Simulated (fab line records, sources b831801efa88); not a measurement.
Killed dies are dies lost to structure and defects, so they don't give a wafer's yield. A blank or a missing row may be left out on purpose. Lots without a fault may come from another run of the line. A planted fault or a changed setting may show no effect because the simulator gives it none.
Problem report in the 8D (eight disciplines) form, filled by code | flow sky130 | the parts of the form that need people (team, actions taken, sign-off) are left out

1. THE PROBLEM
zone_power_centre_pct at SKY_SONOS_ONO_CVD_04 reads a mean of 27.3 % on 3 wafers of 1 lot; wafers without a fault read 20.2 % with a standard deviation of 0.34. That is +21 standard deviations from the usual mean.
The step: deposits SiO2 from SiH4/N2O, target thk 5.7199 nm.
First seen on wafer L838.2, day 16 20:43, on lpcvd-03. The record holds 39 wafers of 13 lots with a number at this step. Rule for "out", or "out of limits": more than 4 standard deviations from the usual mean. The other wafers with a number count as sound.

2. WHAT IT IS AND WHAT IT IS NOT
question                    | is                                                             | is not
which readings at this step | zone_power_centre_pct, spike_tc_centre_C, zone_power_upper_pct | zone_power_top_pct
which lots                  | L838                                                           | L822, L823, L826, L827, L828, L829, L830, L831, L832, L833, L834, L835
which wafers of those lots  | all that have a number                                         | -
read on which tools         | lpcvd-03                                                       | -
when                        | from day 16 20:43                                              | up to then (36 sound wafers)

3. SUSPECTS, AND WHAT RULES EACH OUT
Counting: a tool at a process step up to the reading stays a suspect if it ran every lot that is out and no sound lot after the first of them.
- lpcvd-03 at SKY_SONOS_ONO_CVD_04 (deposits SiO2 from SiH4/N2O, target thk 5.7199 nm): kept. It ran the lot that is out, L838 (day 16 20:43), and no sound lot after that; its last sound lot up to then is L835 (day 15 19:37). Its own readings are out on those wafers: spike_tc_centre_C, zone_power_centre_pct, zone_power_upper_pct.
Left after counting: lpcvd-03 at SKY_SONOS_ONO_CVD_04.

4. THE CAUSE (what the simulator had put in)
Process parameter drift: lpcvd-03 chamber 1, from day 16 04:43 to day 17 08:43, at SKY_SONOS_ONO_CVD_04. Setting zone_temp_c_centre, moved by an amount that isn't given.
Counting left only this tool.

5. THE CHAIN OF EFFECTS, in route order
Each row: a reading whose mean over the struck wafers that have a number lies more than 3 standard deviations from the usual. Only readings for which the record gives a usual standard deviation are gone through. hours: the time from each lot's start at the first step in this table that gives one to its start at this step, as a median over the lots. sigmas: the change in usual standard deviations.
hours | step                 | reading               | usual   | on struck wafers | change | sigmas
0     | SKY_SONOS_ONO_CVD_04 | spike_tc_centre_C     | 899.1 C | 916.7            | +17.6  | +18
0     | SKY_SONOS_ONO_CVD_04 | zone_power_centre_pct | 20.2 %  | 27.3             | +7.1   | +21
0     | SKY_SONOS_ONO_CVD_04 | zone_power_upper_pct  | 17.38 % | 14.00            | -3.38  | -19
The process steps in it:
- SKY_SONOS_ONO_CVD_04: deposits SiO2 from SiH4/N2O, target thk 5.7199 nm.

6. WHAT WOULD HAVE CAUGHT IT SOONER
In this record the first reading out of limits was taken at day 16 20:43, 16 hours after the fault began at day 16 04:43.
